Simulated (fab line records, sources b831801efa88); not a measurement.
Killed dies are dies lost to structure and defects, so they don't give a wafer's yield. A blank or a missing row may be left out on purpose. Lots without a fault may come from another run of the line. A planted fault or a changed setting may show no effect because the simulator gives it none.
A struck lot beside a sound one | flow sky130 | 16 steps out of a route of 708
Sound: wafers L392.1, L392.3, L392.4. Struck: wafers L398.1, L398.5, L398.6. The cause comes at the end.
At each step with rows: each side's tool, then ch and its chambers, then its first start. Under that, the readings that differ: sound wafers | struck wafers | difference of the means | sigmas: that difference in standard deviations of wafers without a fault.
alike: readings whose means differ by less than 2 such deviations, and words and numbers that are the same on both sides. not compared: withheld readings, readings that some wafer has no value for, bounds like >300 that may hide the same value, and numbers for which the record gives no deviation and whose values overlap.
The two part at a step that has a row with sigmas, a row that says differs or no value, or rows on one side only. Numbers that don't overlap but have no deviation are shown without sigmas and don't part them. A reading that every wafer of one side lacks parts them only if that side has two wafers or more.

first, 5 steps without rows for these wafers: SKY_POLY_GATE_COAT_08 (resist thk 450 nm); SKY_POLY_GATE_SOFTBAKE_09 (time 90 s); SKY_POLY_GATE_EXPOSE_10 (exposes mask P1M, target cd 150 nm); SKY_POLY_GATE_PEB_11; SKY_POLY_GATE_DEVELOP_12 (develop time 60 s).
SKY_POLY_GATE_CD_MEAS_13: target cd 150 nm.
  sound on cd_sem-02, day 17 22:05; struck on cd_sem-01, day 20 07:21
  alike: cd_nm
SKY_POLY_GATE_OVL_MEAS_14:
  sound on overlay-02, day 17 22:12; struck on overlay-02, day 20 07:28
  reading            | sound  | struck      | difference | sigmas
  POLY_GATE_OVL (nm) | 6 7 11 | -14 -10 -12 | -20        | -4
SKY_POLY_GATE_ETCH_15: etches BARC in N2/H2, stops on SiO2, time 118.5 s, target depth 110 nm.
  sound on rie_diel-04 ch 0,1,3, day 17 22:14; struck on rie_diel-03 ch 0,3, day 20 07:31
  alike: bias_w, drypump_motor_current_A, oes_product_au, throttle_valve_pct
  not compared: rf_hours_counter_h
SKY_POLY_GATE_ETCH_16: etches Si3N4 in CH3F/O2, stops on poly-Si, time 147.5 s, target depth 75 nm.
  sound on rie_diel-04 ch 0,1,3, day 17 22:19; struck on rie_diel-03 ch 0,3, day 20 07:35
  alike: bias_w, drypump_motor_current_A, oes_product_au, throttle_valve_pct
  not compared: rf_hours_counter_h
SKY_POLY_GATE_ETCH_17: etches poly-Si in HBr/Cl2, stops on SiO2, target depth 180 nm, time 70.5 s.
  sound on rie_si-02 ch 2,3, day 17 22:25; struck on rie_si-02 ch 2,3, day 20 07:41
  alike: HBr_flow_sccm, bias_w, drypump_motor_current_A, oes_product_au, throttle_valve_pct
  not compared: rf_hours_counter_h
SKY_POLY_GATE_STRIP_18: strips in O2/N2.
  sound on plasma_asher-02 ch 0,1, day 17 22:29; struck on plasma_asher-01 ch 0,1, day 20 07:44
  alike: drypump_motor_current_A, o2_flow_sccm, oes_product_au, strip_time_to_endpoint_s
  not compared: rf_hours_counter_h
then, 1 step without rows for these wafers: SKY_POLY_GATE_CLEAN_19 (cleans in SC1/SC2, time 150 s).
SKY_POLY_GATE_OXIDATION_20: stabilise 600 s, purge 300 s, target thk 4 nm.
  sound on furnace-01 ch 0, day 17 23:23; struck on furnace-01 ch 0, day 20 16:17
  alike: zone_power_lower_pct
SKY_POLY_GATE_THK_MEAS_21:
  sound on film_metro-04, day 18 00:38; struck on film_metro-04, day 20 17:39
  reading                      | sound          | struck         | difference | sigmas
  POLY_GATE_OXIDATION_THK (nm) | 3.93 3.98 3.94 | 6.60 6.53 6.63 | +2.64      | +28
SKY_POLY_GATE_CD_MEAS_22:
  sound on cd_sem-01, day 18 00:41; struck on cd_sem-02, day 20 17:58
  alike: cd_nm
-- the record jumps here: 28 days lie between the struck wafers' starts before and after (it left off in module POLY_GATE and takes up again in module PAD_OPEN, whose first step shown is number 708 of the route) --
SKY_PAD_OPEN_PROBE_99:
  sound on prober-01, day 46 21:32; struck on prober-01, day 48 11:10
  reading                                 | sound             | struck            | difference | sigmas
  model.etest.tip_sonos.rs_ohm_sq         | 2671 2617 2625    | 3100 3064 3116    | +456       |
  model.etest.tip_p.rs_ohm_sq             | 6665 6708 6672    | 7400 7374 7412    | +714       |
  model.etest.pfet_01v8.r_on_ohm_um       | 2774 2707 2698    | 3114 3028 3089    | +351       |
  model.etest.res_pdiff.line_ohm_um       | 1381 1335 1377    | 1415 1439 1442    | +68        |
  model.etest.tip_n.rs_ohm_sq             | 443.7 450.9 445.7 | 493.6 493 491.5   | +45.9      |
  model.etest.nfet_01v8.r_on_ohm_um       | 830 825.4 824.1   | 873.5 855.3 861.3 | +36.9      |
  model.etest.res_ndiff.line_ohm_um       | 771.2 764.8 774.5 | 779.9 810.3 809.3 | +29.7      |
  model.etest.sonos_uncharged.r_on_ohm_um | 821.6 795 796.8   | 827 841.1 837.6   | +31        |
  alike: killed_at_M0_to_M3, killed_at_M4_up, killed_at_contacts, killed_at_front_end, killed_at_other, killed_dies, killed_open, killed_short

WHERE THEY PART
First at SKY_POLY_GATE_OVL_MEAS_14; last, within this record, at SKY_POLY_GATE_THK_MEAS_21. Later steps at which nothing parts them and some readings are alike: SKY_POLY_GATE_CD_MEAS_22, SKY_PAD_OPEN_PROBE_99.

WHY: what the simulator had put in
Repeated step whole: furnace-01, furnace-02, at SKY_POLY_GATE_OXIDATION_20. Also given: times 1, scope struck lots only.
